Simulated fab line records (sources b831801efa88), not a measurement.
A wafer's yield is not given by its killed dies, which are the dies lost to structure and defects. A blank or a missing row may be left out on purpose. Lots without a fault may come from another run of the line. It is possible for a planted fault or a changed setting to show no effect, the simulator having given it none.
One fault through the eyes of 2 desks :: flow sky130 :: each desk holds nothing but its own numbers, with what lay behind them at the end

## METROLOGY DESK
What the gauges read for every lot (on any tool): the sampled wafers with a number, averaged. The brackets show how far a lot's mean lies from the usual mean; more than 4 standard deviations puts the lot out of limits, marked OUT.
Columns: A = POLY_CUT_OVL at SKY_POLY_CUT_OVL_MEAS_09, usual 1 nm; B = VIA1_BOW at SKY_VIA1_BOW_MEAS_03, usual 83 um; C = VIA3_HDPCVD_THK at SKY_VIA3_THK_MEAS_01, usual 1632 nm
lot: L770
first seen here: day 25 08:22
A: 8
B: 91
C: 1647

lot: L771
first seen here: day 25 12:31
A: 0
B: 91
C: 1634

lot: L772
first seen here: day 25 18:01
A: -9
B: 86
C: 1644

lot: L773
first seen here: day 26 00:37
A: 3
B: 89
C: 1628

lot: L774
first seen here: day 26 02:10
A: -5
B: 81
C: 1643

lot: L775
first seen here: day 26 23:40
A: 7
B: 83
C: 1611

lot: L776
first seen here: day 27 03:06
A: -1
B: 94
C: 1616

lot: L784
first seen here: day 29 23:01
A: -0
B: 83
C: 1645

lot: L785
first seen here: day 30 07:12
A: 7
B: 85
C: 1631

lot: L786
first seen here: day 31 01:01
A: 4
B: 88
C: 1630

lot: L790
first seen here: day 32 05:55
A: -7
B: 80
C: 1618

lot: L789
first seen here: day 32 06:52
A: 1
B: 82
C: 1612

lot: L792
first seen here: day 32 11:17
A: 8
B: 87
C: 1645

lot: L793
first seen here: day 32 20:35
A: 2
B: 86
C: 1614
This desk's finding: nothing out of limits on any of the 14 lots.

## TOOL OWNER'S DESK, implanter-02
The tool's own readings at SKY_NWELL_IMPLANT_24: means of the sampled wafers that have a number, for each lot that ran on this tool. The brackets show how far a lot's mean lies from the usual mean; more than 4 standard deviations puts the lot out of limits, marked OUT.
Columns: A = beam_energy_keV at SKY_NWELL_IMPLANT_24, usual 140.00; B = beam_on_s at SKY_NWELL_IMPLANT_24, usual 10.02 s; C = dose_ions_cm2 at SKY_NWELL_IMPLANT_24, usual 9.201e+12; D = faraday_current_uA at SKY_NWELL_IMPLANT_24, usual 51.8
lot: L771
first seen here: day 6 01:08
A: 139.96
B: 9.87
C: 9.186e+12
D: 52.5

lot: L776
first seen here: day 7 00:44
A: 140.05
B: 10.03
C: 9.209e+12
D: 51.8

lot: L784
first seen here: day 9 00:40
A: 140.05
B: 10.13
C: 8.422e+12 (-65) OUT
D: 46.9 (-5.1) OUT

lot: L786
first seen here: day 9 19:37
A: 140.03
B: 9.88
C: 8.422e+12 (-65) OUT
D: 48.0
This desk's verdict: out of limits on L784, L786, starting with L784 at day 9 00:40 (dose_ions_cm2 at SKY_NWELL_IMPLANT_24). L771, L776 stayed within limits.

## BROUGHT TOGETHER
The tool owner's desk had the chance to raise an alarm at day 9 00:40 on L784, L786.
Nothing out of limits was seen by the metrology desk.
The metrology desk holds a record of L784, L786, inside its limits.
Every lot named ran SKY_NWELL_IMPLANT_24 on implanter-02.

## WHAT HAD BEEN PUT IN BY THE SIMULATOR
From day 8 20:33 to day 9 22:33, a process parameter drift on implanter-02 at SKY_NWELL_IMPLANT_24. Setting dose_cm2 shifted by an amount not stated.
Lots struck among those shown: L784, L786.
Each desk's first reading out of limits, in hours after the fault started: the tool owner's desk, 4.
